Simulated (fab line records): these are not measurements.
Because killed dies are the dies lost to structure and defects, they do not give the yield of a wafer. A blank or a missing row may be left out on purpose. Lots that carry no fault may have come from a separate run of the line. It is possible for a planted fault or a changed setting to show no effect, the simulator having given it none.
The tool behind it: which one? :: flow gf180mcu :: 14 lots with 40 wafers sampled at 2 steps, on a route of 602 steps

## WHAT THE GAUGES SHOWED, per wafer
GF_STI_THK_MEAS_24.
lot: L955
measured: day 2 03:29
on: film_metro-03
STI_CVD_23_THK (nm): 644 645 646

lot: L957
measured: day 2 13:58
on: film_metro-03
STI_CVD_23_THK (nm): 637 635 643

lot: L958
measured: day 2 19:26
on: film_metro-04
STI_CVD_23_THK (nm): 656 655 668

lot: L960
measured: day 3 05:37
on: film_metro-01
STI_CVD_23_THK (nm): 647 643 638

lot: L964
measured: day 4 01:10
on: film_metro-01
STI_CVD_23_THK (nm): 657 654 652

lot: L965
measured: day 4 07:46
on: film_metro-04
STI_CVD_23_THK (nm): 660 660 657

lot: L967
measured: day 4 16:45
on: film_metro-01
STI_CVD_23_THK (nm): 654 653 655

lot: L969
measured: day 5 03:44
on: film_metro-01
STI_CVD_23_THK (nm): 659 643 665

lot: L970
measured: day 5 09:11
on: film_metro-01
STI_CVD_23_THK (nm): 646 644 656

lot: L971
measured: day 5 13:28
on: film_metro-01
STI_CVD_23_THK (nm): 653 650 638

lot: L972
measured: day 5 19:25
on: film_metro-03
STI_CVD_23_THK (nm): 637 652 643

lot: L973
measured: day 6 00:47
on: film_metro-01
STI_CVD_23_THK (nm): 667 656 647

lot: L977
measured: day 6 21:27
on: film_metro-03
STI_CVD_23_THK (nm): 653 468

lot: L978
measured: day 7 03:13
on: film_metro-01
STI_CVD_23_THK (nm): 464 640

## WHAT TOOL EACH LOT RAN ON (gives the tool, then ch and the chambers of the sampled wafers, and finally the start)
lot: L955
GF_STI_CVD_23: hdpcvd-02 ch 0,1,2, day 2 03:23

lot: L957
GF_STI_CVD_23: hdpcvd-02 ch 1,2, day 2 13:53

lot: L958
GF_STI_CVD_23: hdpcvd-01 ch 0,1,2, day 2 19:22

lot: L960
GF_STI_CVD_23: hdpcvd-02 ch 0,1,2, day 3 05:32

lot: L964
GF_STI_CVD_23: hdpcvd-02 ch 0,1, day 4 01:05

lot: L965
GF_STI_CVD_23: hdpcvd-01 ch 1,2, day 4 07:41

lot: L967
GF_STI_CVD_23: hdpcvd-02 ch 1,2, day 4 16:40

lot: L969
GF_STI_CVD_23: hdpcvd-02 ch 0,1,2, day 5 03:38

lot: L970
GF_STI_CVD_23: hdpcvd-01 ch 0,1,2, day 5 09:07

lot: L971
GF_STI_CVD_23: hdpcvd-02 ch 0,1, day 5 13:22

lot: L972
GF_STI_CVD_23: hdpcvd-02 ch 0,1,2, day 5 19:20

lot: L973
GF_STI_CVD_23: hdpcvd-01 ch 0,1,2, day 6 00:41

lot: L977
GF_STI_CVD_23: hdpcvd-02 ch 0,2, day 6 21:22

lot: L978
GF_STI_CVD_23: hdpcvd-02 ch 1,2, day 7 03:08
- GF_STI_CVD_23: deposits SiO2, target thk 650 nm, time 108.3 s.

## AS READ BY THE TOOLS THEMSELVES (means over the sampled wafers that have a number; for cases with no such wafer, the mark the record gives instead)
The record holds no such reading with a usual standard deviation.

## THE ANSWER, worked out from the rows above alone
Rule: what is usual is taken from the lots themselves. Put in order of their means at a reading, lots are off if they are a third of the lots or fewer, leave a main group of 4 or more, and stand apart from it by a gap of 3 or more times the standard deviation of the main group's means; of several such gaps the widest counts. A main group is skipped when, at the precision printed for the reading in the tables above, its means are all equal. A lot without any number at a reading at which 4 lots or more have one is off too. Where the step has rows for the other lots, those lots are counted as sound. First the gauges in route order, then the tools' own readings, where a lot's mean is used as printed above. The first step at which some lot is off is used, and at that step the reading that is off furthest; a lot without a number counts as furthest.
Off: L977, L978, at GF_STI_THK_MEAS_24 (STI_CVD_23_THK). The main group has a mean of 650 nm with a standard deviation of 6.7.
A tool fits if, at a process step before that reading, it ran every lot that is off, and no sound lot after the first of them. Those tools and the gauges at GF_STI_THK_MEAS_24 are tried in the same way. One candidate fits, namely hdpcvd-02 at GF_STI_CVD_23. Its last sound lot is L972 (day 5 19:20), its first lot that is off L977 (day 6 21:22): a fault that began between those two fits.

## WHAT THE SIMULATOR PUT IN
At GF_STI_CVD_23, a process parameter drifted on hdpcvd-02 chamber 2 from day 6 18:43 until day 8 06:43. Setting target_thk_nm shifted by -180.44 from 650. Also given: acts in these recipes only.
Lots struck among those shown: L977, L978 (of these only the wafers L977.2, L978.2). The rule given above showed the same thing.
